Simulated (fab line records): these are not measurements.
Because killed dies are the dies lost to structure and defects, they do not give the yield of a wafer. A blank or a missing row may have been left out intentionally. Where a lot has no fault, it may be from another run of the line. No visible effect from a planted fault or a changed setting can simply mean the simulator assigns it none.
Comparing a struck lot with a sound one -- flow sfq-line -- 14 out of 325 route steps
Sound: wafers L701.1, L701.2, L701.3. Struck: wafers L708.2, L708.5. (L708.4 of the same lot was not struck and is left out.) The cause comes at the end.
Each step with rows lists, per side, the tool, then ch with its chambers, then its first start. Under that, the readings that differ: sound wafers -- struck wafers -- difference of the means -- sigmas: that difference in standard deviations of wafers without a fault.
alike: readings with means less than 2 such deviations apart, plus words and numbers identical on both sides. not compared: withheld readings, readings lacking a value on some wafer, bounds such as >300 that could conceal the same value, and numbers that have no deviation in the record and whose values overlap.
Wherever a step has rows on one side only, a row that says differs or no value, or a row with sigmas, the two part there. Non-overlapping numbers with no deviation appear without sigmas and do not part them. Lack of a reading on every wafer of one side parts them only where that side has two or more wafers.

first, 6 steps without rows for these wafers: SFQ_TRILAYER_M7_LITHO_COAT_182 (resist thk 62 nm); SFQ_TRILAYER_M7_LITHO_COAT_177 (resist thk 600 nm); SFQ_TRILAYER_M7_LITHO_SOFTBAKE_181; SFQ_TRILAYER_M7_LITHO_EXPOSE_178 (exposes mask M7, target cd 500 nm); SFQ_TRILAYER_M7_LITHO_PEB_180 (peb time 60 s); SFQ_TRILAYER_M7_LITHO_DEVELOP_179 (time 60 s).
SFQ_M7_OVL_MEAS_945:
  struck on overlay-02, day 70 06:35; sound on overlay-01, day 65 16:17
  alike: M7_OVL
SFQ_TRILAYER_M7_BARC_OPEN_METAL_ETCH_229: etches BARC in O2, target depth 125 nm, time 41.7 s.
  sound on rie-metal-04 ch 0,1, day 65 16:20; struck on rie-metal-01 ch 0,1, day 70 06:37
  alike: chamber-pressure-mTorr, drypump-motor-current-A, oes-product-au
  not compared: rf-hours-counter-h
SFQ_TRILAYER_M7_ETCH_METAL_ETCH_180: etches Nb in Cl2/Ar, stops on SiO2, target depth 240 nm, time 120 s.
  sound on rie-metal-04 ch 0,1, day 65 16:23; struck on rie-metal-01 ch 0,1, day 70 06:41
  alike: chamber-pressure-mTorr, drypump-motor-current-A, oes-product-au
  not compared: rf-hours-counter-h
SFQ_TRILAYER_M7_STRIP_STRIP_181: strips in O2.
  sound on rie-metal-04 ch 0,1, day 65 16:31; struck on rie-metal-01 ch 0,1, day 70 06:49
  alike: chamber-pressure-mTorr, drypump-motor-current-A, oes-product-au
  not compared: rf-hours-counter-h
then, 1 step without rows for these wafers: SFQ_TRILAYER_M7_STRIP_SOLV_CLEAN_182 (cleans in NMP, time 600 s).
SFQ_TRILAYER_I7_DEP_PECVD_183: deposits SiO2 from SiH4/N2O, time 111.11 s, target thk 500 nm.
  sound on pecvd-03 ch 0,1,2, day 65 17:28; struck on pecvd-02 ch 2, day 70 07:35
reading,sound,struck,difference,sigmas
heater-power-w (W),84 71 100,50 54,-33,-2
run-length-s (s),139.8 138.9 139.4,129.2 129.1,-10.2,-19
model.SiO2_of_TRILAYER_I7_DEP_PECVD_183.thk-nm (nm),492.6 487.9 483.3,445.3 445.7,-42.4,
  alike: showerhead-vpp-V, throttle-valve-pct
SFQ_TRILAYER_I7_CMP_CMP_184: polishes SiO2.
  sound on cmp-02 ch 0,1,2, day 65 17:32; struck on cmp-02 ch 2,3, day 70 13:23
reading,sound,struck,difference,sigmas
time-to-endpoint-s (s),206 212 208,179 169,-35,-4
  alike: edge-zone-pressure-frac, motor-current-A, platen-rpm, retaining-ring-pressure-frac, slurry-filter-dp-kPa, slurry-flow-ml-min
SFQ_I7_BOW_MEAS_946:
  struck on film-metro-04, day 70 14:55; sound on film-metro-01, day 65 20:32
  alike: I7_BOW

== WHERE THEY PART ==
Earliest at SFQ_TRILAYER_I7_DEP_PECVD_183; latest, in this record, at SFQ_TRILAYER_I7_CMP_CMP_184. Later steps at which nothing parts them and some readings are alike: SFQ_I7_BOW_MEAS_946.

WHY: what the simulator had put in
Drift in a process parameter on pecvd-02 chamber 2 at SFQ_TRILAYER_I7_DEP_PECVD_183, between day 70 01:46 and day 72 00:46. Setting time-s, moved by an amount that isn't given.
